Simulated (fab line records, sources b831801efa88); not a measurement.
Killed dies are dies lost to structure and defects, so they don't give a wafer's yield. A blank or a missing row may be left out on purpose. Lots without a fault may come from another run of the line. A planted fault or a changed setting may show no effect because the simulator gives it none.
Which tool did it? | flow gf180mcu | 6 lots, 18 wafers sampled, at 1 step of a route of 602

WHAT THE GAUGES READ, wafer by wafer
GF_M3_THK_MEAS_06: measures by xrf.
lot  | measured     | on            | M3_ALCU_THK (nm)
L319 | day 20 23:33 | film_metro-03 | 433 436 432
L323 | day 22 09:47 | film_metro-03 | 447 448 443
L328 | day 24 02:01 | film_metro-01 | 441 444 436
L335 | day 26 09:13 | film_metro-01 | 419 427 426
L337 | day 27 06:26 | film_metro-03 | 437 442 440
L341 | day 28 07:38 | film_metro-03 | 443 445 445

WHICH TOOL RAN EACH LOT (tool, then ch and the chambers of the sampled wafers, then the start)
The record holds no process step before these readings.

THE ANSWER, worked out from the rows above alone
Rule: what is usual is taken from the lots themselves. Put in order of their means at a reading, lots are off if they are a third of the lots or fewer, leave a main group of 4 or more, and stand apart from it by a gap of 3 or more times the standard deviation of the main group's means; of several such gaps the widest counts. A main group whose means are all the same, to the digits that the tables above print for the reading, isn't used. A lot without any number at a reading at which 4 lots or more have one is off too. The other lots that the step has rows for count as sound.
No lot is off at any reading shown: from this, nothing can be told.

WHAT THE SIMULATOR HAD PUT IN
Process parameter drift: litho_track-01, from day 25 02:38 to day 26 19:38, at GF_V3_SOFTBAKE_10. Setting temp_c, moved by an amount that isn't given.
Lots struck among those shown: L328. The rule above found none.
